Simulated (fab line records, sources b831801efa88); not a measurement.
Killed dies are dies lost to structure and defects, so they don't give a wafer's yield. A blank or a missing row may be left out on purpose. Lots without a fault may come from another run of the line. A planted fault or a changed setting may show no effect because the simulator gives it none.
A struck lot beside a sound one | flow sky130 | 43 steps out of a route of 708
Sound: wafers L729.2, L729.3, L729.5. Struck: wafers L747.2, L747.4, L747.6. The cause comes at the end.
At each step with rows: each side's tool, then ch and its chambers, then its first start. Under that, the readings that differ: sound wafers | struck wafers | difference of the means | sigmas: that difference in standard deviations of wafers without a fault.
alike: readings whose means differ by less than 2 such deviations, and words and numbers that are the same on both sides. not compared: withheld readings, readings that some wafer has no value for, bounds like >300 that may hide the same value, and numbers for which the record gives no deviation and whose values overlap.
The two part at a step that has a row with sigmas, a row that says differs or no value, or rows on one side only. Numbers that don't overlap but have no deviation are shown without sigmas and don't part them. A reading that every wafer of one side lacks parts them only if that side has two wafers or more.

first, 4 steps without rows for these wafers: SKY_VIA2_CLEAN_18 (cleans in IPA, time 180 s); SKY_VIA2_CLEAN_19 (cleans in O3/DIW); SKY_VIA2_SPUTTER_20 (material TiN, target thk 20 nm, time 80 s); SKY_VIA2_CVD_21 (deposits W, target thk 420 nm, time 126.4 s).
SKY_VIA2_RS_MEAS_22: measures by four-point-probe.
  sound on film_metro-02, day 37 02:11; struck on film_metro-04, day 42 05:56
  alike: VIA2_W_RS
SKY_VIA2_THK_MEAS_23: measures by xrf.
  sound on film_metro-02, day 37 02:17; struck on film_metro-04, day 42 06:02
  alike: VIA2_W_THK
then, 2 steps without rows for these wafers: SKY_VIA2_CMP_24 (polishes, stops on SiO2, t overpolish 20 s, target thk 0 nm); SKY_METAL3_SPUTTER_00 (material Ti, target thk 15 nm, time 10 s).
SKY_METAL3_SPUTTER_01: material TiN, target thk 20 nm, time 16.7 s.
  sound on pvd_sputter-04, day 37 02:40; struck on pvd_sputter-02, day 42 06:25
  alike: throttle_valve_pct
SKY_METAL3_SPUTTER_02: material AlCu, target thk 735 nm, time 39.1 s.
  sound on pvd_sputter-04, day 37 02:41; struck on pvd_sputter-02, day 42 06:26
  alike: throttle_valve_pct
then, 2 steps without rows for these wafers: SKY_METAL3_SPUTTER_03 (material Ti, target thk 5 nm, time 3.3 s); SKY_METAL3_SPUTTER_04 (material TiN, target thk 70 nm, time 58.3 s).
SKY_CAPM_CVD_00: deposits SiO2, target thk 15.5 nm.
  sound on pecvd-02 ch 0,1, day 37 02:48; struck on pecvd-02 ch 0, day 42 06:33
  alike: heater_power_w
SKY_CAPM_THK_MEAS_01:
  sound on film_metro-03, day 37 02:50; struck on film_metro-04, day 42 06:35
  alike: CAPM_CVD_00_THK
then, 1 step without rows for these wafers: SKY_CAPM_SPUTTER_02 (material TiN, target thk 200 nm, time 169.9 s).
SKY_CAPM_RS_MEAS_03: measures by four-point-probe.
  sound on film_metro-04, day 37 03:01; struck on film_metro-03, day 42 06:47
  alike: CAPM_TIN_RS
SKY_CAPM_THK_MEAS_04: measures by xrf.
  sound on film_metro-04, day 37 03:07; struck on film_metro-03, day 42 06:53
  alike: CAPM_TIN_THK
then, 7 steps without rows for these wafers: SKY_CAPM_DEHYDRATE_05 (time 60 s); SKY_CAPM_HMDS_06 (prime time 60 s); SKY_CAPM_COAT_07 (resist thk 1140 nm); SKY_CAPM_SOFTBAKE_08 (time 60 s); SKY_CAPM_EXPOSE_09 (exposes mask CAPM, target cd 1000 nm); SKY_CAPM_PEB_10; SKY_CAPM_DEVELOP_11 (develop time 60 s).
SKY_CAPM_OVL_MEAS_12:
  sound on overlay-02, day 38 04:47; struck on overlay-02, day 43 05:59
  alike: CAPM_OVL
then, 1 step without rows for these wafers: SKY_CAPM_METAL_ETCH_13 (etches TiN in Cl2/BCl3, stops on SiO2, target depth 220 nm, time 62.9 s).
SKY_CAPM_STRIP_14: strips in O2/N2.
  sound on plasma_asher-04 ch 0,1, day 38 04:53; struck on plasma_asher-02 ch 0,1, day 43 06:05
  alike: drypump_motor_current_A, oes_product_au, strip_time_to_endpoint_s
  not compared: rf_hours_counter_h
then, 11 steps without rows for these wafers: SKY_CAPM_STRIP_15 (strips in post etch residue remover, time 1200 s); SKY_CAPM_CLEAN_16 (cleans in IPA, time 180 s); SKY_CAPM_CLEAN_17 (cleans in O3/DIW); SKY_METAL3_DEHYDRATE_05 (time 60 s); SKY_METAL3_HMDS_06 (prime time 60 s); SKY_METAL3_COAT_07 (resist thk 60 nm); SKY_METAL3_COAT_08 (resist thk 1140 nm); SKY_METAL3_SOFTBAKE_09 (time 90 s); SKY_METAL3_EXPOSE_10 (exposes mask MM3, target cd 300 nm); SKY_METAL3_PEB_11; SKY_METAL3_DEVELOP_12 (develop time 60 s).
SKY_METAL3_CD_MEAS_13: target cd 300 nm.
  sound on cd_sem-02, day 39 06:52; struck on cd_sem-01, day 44 05:27
  alike: cd_nm
SKY_METAL3_OVL_MEAS_14:
  sound on overlay-02, day 39 06:59; struck on overlay-02, day 44 05:34
  alike: METAL3_OVL
SKY_METAL3_DESCUM_15: chemistry O2, time 8 s.
  sound on rie_metal-03 ch 0, day 39 07:01; struck on rie_metal-03 ch 0,1, day 44 05:35
  alike: drypump_motor_current_A, oes_product_au
  not compared: rf_hours_counter_h
SKY_METAL3_ETCH_16: etches BARC in N2/H2, stops on SiO2, time 88.2 s, target depth 60 nm.
  sound on rie_metal-03 ch 0, day 39 07:06; struck on rie_metal-03 ch 0,1, day 44 05:37
  alike: drypump_motor_current_A, oes_product_au, throttle_valve_pct
  not compared: rf_hours_counter_h
-- the record jumps here: 6 days lie between the struck wafers' starts before and after (it left off in module METAL3 and takes up again in module PAD_OPEN, whose first step shown is number 708 of the route) --
SKY_PAD_OPEN_PROBE_99:
  sound on prober-02, day 46 08:10; struck on prober-02, day 50 10:06
  reading                               | sound              | struck                                                                     | difference                   | sigmas
  hold                                  | - - -              | await_dispo/4.4h/release await_dispo/4.4h/release await_dispo/4.4h/release | no value on the sound wafers |
  defect_limited_yield (%)              | 81.3 83.5 82.9     | 76.8 74.6 75.2                                                             | -7.0                         | -4
  killed_at_other                       | 0 1 2              | 37 36 42                                                                   | +37                          | +53
  killed_dies                           | 92 81 84           | 114 125 122                                                                | +35                          | +4
  killed_on_rim                         | 16 14 18           | 23 28 28                                                                   | +10                          | +3
  sort_bin_3_pad_short (%)              | 0.4 1.0 1.4        | 3.5 2.8 3.9                                                                | +2.5                         | +6
  sort_bin_5_function (%)               | 12.0 9.3 10.2      | 12.4 14.4 13.8                                                             | +3.0                         | +2
  sort_n_pass                           | 400 411 408        | 378 367 370                                                                | -35                          | -4
  sort_yield_pct (%)                    | 81.3 83.5 82.9     | 76.8 74.6 75.2                                                             | -7.0                         | -4
  model.etest.tester.sort_n_pass        | 400 411 408        | 378 367 370                                                                | -35                          |
  model.etest.tester.sort_yield_pct (%) | 81.3 83.54 82.93   | 76.83 74.59 75.2                                                           | -7.05                        |
  model.etest.tester.sort_bin_5_pct (%) | 11.99 9.35 10.16   | 12.4 14.43 13.82                                                           | +3.1                         |
  model.etest.tester.sort_bin_3_pct (%) | 0.4065 1.016 1.423 | 3.455 2.846 3.862                                                          | +2.439                       |
  alike: killed_at_M0_to_M3, killed_at_M4_up, killed_at_contacts, killed_at_front_end, killed_open, killed_short, sort_bin_6_memory

WHERE THEY PART
Only at SKY_PAD_OPEN_PROBE_99, within this record.

WHY: what the simulator had put in
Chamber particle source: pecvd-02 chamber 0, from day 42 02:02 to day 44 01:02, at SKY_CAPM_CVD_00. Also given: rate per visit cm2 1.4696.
